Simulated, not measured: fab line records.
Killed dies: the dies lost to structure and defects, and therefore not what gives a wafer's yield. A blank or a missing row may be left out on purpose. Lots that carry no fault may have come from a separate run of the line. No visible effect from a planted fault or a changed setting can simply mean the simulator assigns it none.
The tool behind it: which one? || flow sky130 || 36 wafers from 12 lots sampled at 2 of the route's 708 steps

== WHAT EACH GAUGE READ, for each wafer ==
SKY_LDD_HVP_OVL_MEAS_07.
{"lot": "L398", "measured": "day 18 17:31", "on": "overlay-02", "LDD_HVP_OVL (nm)": "-2.9 -1.5 -0.1"}
{"lot": "L400", "measured": "day 19 14:47", "on": "overlay-01", "LDD_HVP_OVL (nm)": "-1.2 0.0 -2.1"}
{"lot": "L403", "measured": "day 20 14:58", "on": "overlay-02", "LDD_HVP_OVL (nm)": "1.4 0.4 0.4"}
{"lot": "L404", "measured": "day 21 06:16", "on": "overlay-02", "LDD_HVP_OVL (nm)": "-0.5 -0.2 -2.4"}
{"lot": "L408", "measured": "day 22 03:43", "on": "overlay-02", "LDD_HVP_OVL (nm)": "0.1 -0.5 0.1"}
{"lot": "L409", "measured": "day 22 13:04", "on": "overlay-01", "LDD_HVP_OVL (nm)": "-1.4 0.2 -0.6"}
{"lot": "L410", "measured": "day 22 17:43", "on": "overlay-02", "LDD_HVP_OVL (nm)": "-1.3 0.6 -1.8"}
{"lot": "L412", "measured": "day 23 07:52", "on": "overlay-01", "LDD_HVP_OVL (nm)": "-2.2 -2.0 -4.1"}
{"lot": "L417", "measured": "day 32 17:22", "on": "overlay-02", "LDD_HVP_OVL (nm)": "-0.2 0.4 -0.8"}
{"lot": "L415", "measured": "day 32 19:37", "on": "overlay-02", "LDD_HVP_OVL (nm)": "-0.5 -1.4 1.0"}
{"lot": "L416", "measured": "day 32 21:14", "on": "overlay-01", "LDD_HVP_OVL (nm)": "1.3 2.3 0.5"}
{"lot": "L420", "measured": "day 32 23:07", "on": "overlay-01", "LDD_HVP_OVL (nm)": "1.3 -0.4 2.2"}

SKY_SPACER_THK_MEAS_01.
{"lot": "L398", "measured": "day 20 16:26", "on": "filmMetro-02", "SPACER_CVD_00_THK (nm)": "43.6 43.5 43.7"}
{"lot": "L400", "measured": "day 20 21:47", "on": "filmMetro-03", "SPACER_CVD_00_THK (nm)": "43.3 43.1 43.6"}
{"lot": "L403", "measured": "day 21 23:29", "on": "filmMetro-01", "SPACER_CVD_00_THK (nm)": "43.3 43.4 43.3"}
{"lot": "L404", "measured": "day 22 15:06", "on": "filmMetro-03", "SPACER_CVD_00_THK (nm)": "43.9 44.0 44.2"}
{"lot": "L408", "measured": "day 23 09:35", "on": "filmMetro-03", "SPACER_CVD_00_THK (nm)": "43.4 43.0 43.3"}
{"lot": "L409", "measured": "day 23 19:39", "on": "filmMetro-03", "SPACER_CVD_00_THK (nm)": "42.9 43.3 43.3"}
{"lot": "L410", "measured": "day 24 02:02", "on": "filmMetro-03", "SPACER_CVD_00_THK (nm)": "43.7 43.2 43.3"}
{"lot": "L412", "measured": "day 24 15:29", "on": "filmMetro-01", "SPACER_CVD_00_THK (nm)": "42.8 42.9 42.9"}
{"lot": "L417", "measured": "day 33 20:26", "on": "filmMetro-02", "SPACER_CVD_00_THK (nm)": "43.0 42.7 42.8"}
{"lot": "L415", "measured": "day 34 00:22", "on": "filmMetro-01", "SPACER_CVD_00_THK (nm)": "43.1 43.2 43.1"}
{"lot": "L416", "measured": "day 34 02:56", "on": "filmMetro-02", "SPACER_CVD_00_THK (nm)": "43.4 43.5 43.3"}
{"lot": "L420", "measured": "day 34 05:21", "on": "filmMetro-01", "SPACER_CVD_00_THK (nm)": "43.3 43.5 42.8"}

== WHAT TOOL EACH LOT RAN ON (gives the tool, then ch and the chambers of the sampled wafers, and finally the start) ==
The record shows no process step preceding these readings.

== AS READ BY THE TOOLS THEMSELVES (means over the sampled wafers that have a number; for cases with no such wafer, the mark the record gives instead) ==
The record holds no such reading with a usual standard deviation.

== THE ANSWER, worked out from the rows above alone ==
Rule: what is usual is taken from the lots themselves. Put in order of their means at a reading, lots are off if they are a third of the lots or fewer, leave a main group of 4 or more, and stand apart from it by a gap of 3 or more times the standard deviation of the main group's means; of several such gaps the widest counts. The tables above print the reading to a certain number of digits; a main group whose means all agree to those digits is not used. Also off: a lot with no number at a reading for which 4 or more lots have one. All remaining lots with rows at the step are treated as sound. After the gauges, taken in route order, come the tools' own readings; for these a lot's mean is taken, as printed above. At the first step where some lot is off, the reading lying furthest off is the one used; lots without a number count as furthest.
Across all readings shown, no lot is off: no conclusion can be drawn from this.

== WHAT THE SIMULATOR HAD PUT IN ==
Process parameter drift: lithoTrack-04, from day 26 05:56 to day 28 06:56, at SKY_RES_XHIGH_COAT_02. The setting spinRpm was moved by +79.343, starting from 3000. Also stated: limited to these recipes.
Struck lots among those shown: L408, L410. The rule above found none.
